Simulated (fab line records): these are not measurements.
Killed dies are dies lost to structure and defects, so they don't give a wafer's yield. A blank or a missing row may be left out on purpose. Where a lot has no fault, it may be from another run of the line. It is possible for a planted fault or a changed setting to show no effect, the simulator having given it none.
What tool caused it? | flow sky130 | 12 lots, 36 wafers sampled, at 4 steps of a route of 708

WHAT THE GAUGES READ, wafer by wafer
SKY_CONTACT_CD_MEAS_14: target cd 170 nm.
lot  | measured     | on       | cdNm (nm)
L124 | day 31 12:14 | cdSem-01 | 170.1 169.4 169.0
L127 | day 32 18:38 | cdSem-01 | 169.0 170.2 168.8
L128 | day 33 02:28 | cdSem-01 | 169.4 171.0 170.8
L130 | day 33 23:22 | cdSem-01 | 171.4 170.9 170.6
L131 | day 34 05:46 | cdSem-01 | 169.8 169.6 168.0
L135 | day 35 12:44 | cdSem-02 | 169.1 169.4 169.4
L136 | day 35 16:18 | cdSem-01 | 167.2 167.7 168.7
L138 | day 36 02:40 | cdSem-02 | 167.2 167.9 168.0
L141 | day 37 00:53 | cdSem-02 | 169.6 171.3 168.8
L142 | day 37 11:20 | cdSem-01 | 167.8 168.2 168.4
L144 | day 38 02:11 | cdSem-02 | 171.4 169.7 170.3
L147 | day 39 03:55 | cdSem-01 | 169.8 170.0 168.8

SKY_CONTACT_RS_MEAS_25: a four-point-probe measurement.
lot  | measured     | on           | CONTACT_W_RS (ohm/sq)
L124 | day 31 13:17 | filmMetro-03 | 0.341 0.340 0.338
L127 | day 32 19:41 | filmMetro-01 | 0.339 0.342 0.337
L128 | day 33 03:38 | filmMetro-03 | 0.342 0.343 0.325
L130 | day 34 00:25 | filmMetro-01 | 0.326 0.325 0.324
L131 | day 34 06:52 | filmMetro-02 | 0.320 0.337 0.342
L135 | day 35 13:48 | filmMetro-02 | 0.344 0.344 0.338
L136 | day 35 17:21 | filmMetro-02 | 0.395 0.325 0.387
L138 | day 36 04:04 | filmMetro-02 | 0.329 0.331 0.392
L141 | day 37 02:02 | filmMetro-03 | 0.336 0.353 0.344
L142 | day 37 12:25 | filmMetro-03 | 0.350 0.348 0.337
L144 | day 38 03:14 | filmMetro-02 | 0.345 0.344 0.331
L147 | day 39 05:02 | filmMetro-03 | 0.340 0.350 0.337

SKY_CONTACT_THK_MEAS_26: measures by xrf.
lot  | measured     | on           | CONTACT_W_THK (nm)
L124 | day 31 13:25 | filmMetro-03 | 325 324 325
L127 | day 32 19:47 | filmMetro-01 | 327 323 327
L128 | day 33 03:44 | filmMetro-03 | 323 322 340
L130 | day 34 00:32 | filmMetro-01 | 338 339 339
L131 | day 34 06:59 | filmMetro-02 | 346 330 326
L135 | day 35 13:55 | filmMetro-02 | 318 317 325
L136 | day 35 17:27 | filmMetro-02 | 280 335 286
L138 | day 36 04:10 | filmMetro-02 | 335 333 283
L141 | day 37 02:09 | filmMetro-03 | 331 314 323
L142 | day 37 12:32 | filmMetro-03 | 318 319 328
L144 | day 38 03:20 | filmMetro-02 | 319 321 332
L147 | day 39 05:09 | filmMetro-03 | 325 316 328

WHICH TOOL RAN EACH LOT (tool, then ch and the chambers of the sampled wafers, then the start)
lot  | SKY_CONTACT_CVD_24
L124 | cvdW-02 ch 0,1, day 31 13:11
L127 | cvdW-01 ch 0,1, day 32 19:35
L128 | cvdW-02 ch 0,1, day 33 03:31
L130 | cvdW-02 ch 0, day 34 00:19
L131 | cvdW-02 ch 0,1, day 34 06:45
L135 | cvdW-01 ch 0,1, day 35 13:40
L136 | cvdW-02 ch 0,1, day 35 17:14
L138 | cvdW-02 ch 0,1, day 36 03:56
L141 | cvdW-01 ch 0,1, day 37 01:55
L142 | cvdW-01 ch 0,1, day 37 12:18
L144 | cvdW-01 ch 0,1, day 38 03:08
L147 | cvdW-01 ch 0,1, day 39 04:55
- SKY_CONTACT_CVD_24: deposits W, target thk 340 nm, time 102.12 s.

WHAT THE TOOLS THEMSELVES READ (means of the sampled wafers that have a number; where no wafer has one, the mark that the record gives instead)
SKY_CONTACT_CVD_24.
lot  | tool    | heaterPowerW (W)
L124 | cvdW-02 | 888
L127 | cvdW-01 | 789
L128 | cvdW-02 | 877
L130 | cvdW-02 | 903
L131 | cvdW-02 | 895
L135 | cvdW-01 | 776
L136 | cvdW-02 | 892
L138 | cvdW-02 | 899
L141 | cvdW-01 | 777
L142 | cvdW-01 | 785
L144 | cvdW-01 | 765
L147 | cvdW-01 | 790

THE ANSWER, worked out from the rows above alone
Rule: usual is defined by the lots themselves. Put in order of their means at a reading, lots are off if they are a third of the lots or fewer, leave a main group of 4 or more, and stand apart from it by a gap of 3 or more times the standard deviation of the main group's means; of several such gaps the widest counts. If all means in a main group match to the digits the tables above print for the reading, that group is not used. A lot without any number at a reading at which 4 lots or more have one is off too. Where the step has rows for the other lots, those lots are counted as sound. The gauges are gone through in route order, then the tools' own readings, and for those a lot's mean is taken as printed above. At the first step where some lot is off, the reading lying furthest off is the one used; lots without a number count as furthest.
No lot is off on any of the readings shown, so nothing can be concluded from this.

WHAT WAS PUT IN BY THE SIMULATOR
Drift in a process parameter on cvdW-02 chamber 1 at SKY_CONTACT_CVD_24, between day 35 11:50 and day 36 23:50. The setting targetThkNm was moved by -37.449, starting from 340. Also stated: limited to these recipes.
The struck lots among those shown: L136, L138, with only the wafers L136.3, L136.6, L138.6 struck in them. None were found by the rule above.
